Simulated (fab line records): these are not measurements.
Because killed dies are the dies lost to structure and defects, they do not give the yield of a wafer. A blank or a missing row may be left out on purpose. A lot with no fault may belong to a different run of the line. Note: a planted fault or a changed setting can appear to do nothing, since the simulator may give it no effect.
A lot that was struck, set against a sound lot + flow sky130 + 14 steps out of a route of 708
Sound: wafers L251.1, L251.4, L251.5. The struck wafers were L250.1, L250.2, L250.5. At the end, the cause is stated.
For every step that has rows: the tool of each side, followed by ch and its chambers, followed by its first start. Under that, the readings that differ: sound wafers + struck wafers + difference of the means + sigmas: that difference in standard deviations of wafers without a fault.
alike: a reading whose means differ by less than 2 such deviations, as well as words and numbers matching on both sides. not compared: withheld readings; readings where some wafer has no value; bounds like >300 that might hide an equal value; numbers whose values overlap and for which the record gives no deviation.
A row with sigmas, a row that says differs or no value, or rows on one side alone: a step with any of these is where the two part. When numbers do not overlap yet have no deviation, they are printed without sigmas and do not part them. Lack of a reading on every wafer of one side parts them only where that side has two or more wafers.

SKY_VIA3_ETCH_15: etches SiO2 in C4F8/O2/Ar, stops on TiN, target depth 507 nm, time 78 s.
  sound on rie_diel-01 ch 1,2,3, day 43 19:35; struck on rie_diel-04 ch 0,2,3, day 43 15:35
  alike: oes_product_au, rf_fwd_power_W
  not compared: rf_hours_counter_h
then, 5 steps without rows for these wafers: SKY_VIA3_STRIP_16 (strips in O2/N2); SKY_VIA3_STRIP_17 (strips in post etch residue remover, time 1200 s); SKY_VIA3_CLEAN_18 (cleans in IPA, time 180 s); SKY_VIA3_CLEAN_19 (cleans in O3/DIW); SKY_VIA3_SPUTTER_20 (material TiN, target thk 20 nm, time 80 s).
SKY_VIA3_CVD_21: deposits W, target thk 390 nm, time 117.31 s.
  sound on cvd_w-01 ch 0, day 43 20:18; struck on cvd_w-02 ch 0,1, day 43 16:18
| reading            | sound       | struck      | difference | sigmas |
|--------------------|-------------|-------------|------------|--------|
| heater_power_w (W) | 877 885 910 | 777 833 791 | -90        | -3     |
SKY_VIA3_RS_MEAS_22: a four-point-probe measurement.
  sound on film_metro-01, day 43 20:26; struck on film_metro-02, day 43 16:26
  alike: VIA3_W_RS
SKY_VIA3_THK_MEAS_23: measures by xrf.
  sound on film_metro-01, day 43 20:33; struck on film_metro-02, day 43 16:33
  alike: VIA3_W_THK
SKY_VIA3_CMP_24: polishes, stops on SiO2, t overpolish 20 s, target thk 0 nm.
  sound on cmp-01 ch 2,3, day 43 20:37; struck on cmp-02 ch 0,2, day 43 16:40
  alike: motor_current_A, overpolish_run_s, time_to_endpoint_s
SKY_METAL4_SPUTTER_00: material Ti, target thk 15 nm, time 10 s.
  sound on pvd_sputter-03, day 43 20:55; struck on pvd_sputter-03, day 43 16:55
  alike: cathode_dc_power_W, chamber_pressure_pa, throttle_valve_pct
then, 1 step without rows for these wafers: SKY_METAL4_SPUTTER_01 (material TiN, target thk 20 nm, time 16.7 s).
SKY_METAL4_SPUTTER_02: material AlCu, target thk 735 nm, time 39.1 s.
  sound on pvd_sputter-03, day 43 20:57; struck on pvd_sputter-03, day 43 16:57
  no value came back on the struck wafers for cathode_dc_power_W (W), chamber_pressure_pa (Pa), throttle_valve_pct (%); on the sound wafers cathode_dc_power_W (W) reads 10597 10601 10602
SKY_METAL4_SPUTTER_03: material Ti, target thk 5 nm, time 3.3 s.
  sound on pvd_sputter-03, day 43 20:59; struck on pvd_sputter-03, day 43 16:59
  alike: cathode_dc_power_W, chamber_pressure_pa, throttle_valve_pct

WHERE THEY PART
Earliest at SKY_VIA3_CVD_21; latest, in this record, at SKY_METAL4_SPUTTER_02. Later steps at which nothing parts them and some readings are alike: SKY_METAL4_SPUTTER_03.

WHY: what had been put in by the simulator
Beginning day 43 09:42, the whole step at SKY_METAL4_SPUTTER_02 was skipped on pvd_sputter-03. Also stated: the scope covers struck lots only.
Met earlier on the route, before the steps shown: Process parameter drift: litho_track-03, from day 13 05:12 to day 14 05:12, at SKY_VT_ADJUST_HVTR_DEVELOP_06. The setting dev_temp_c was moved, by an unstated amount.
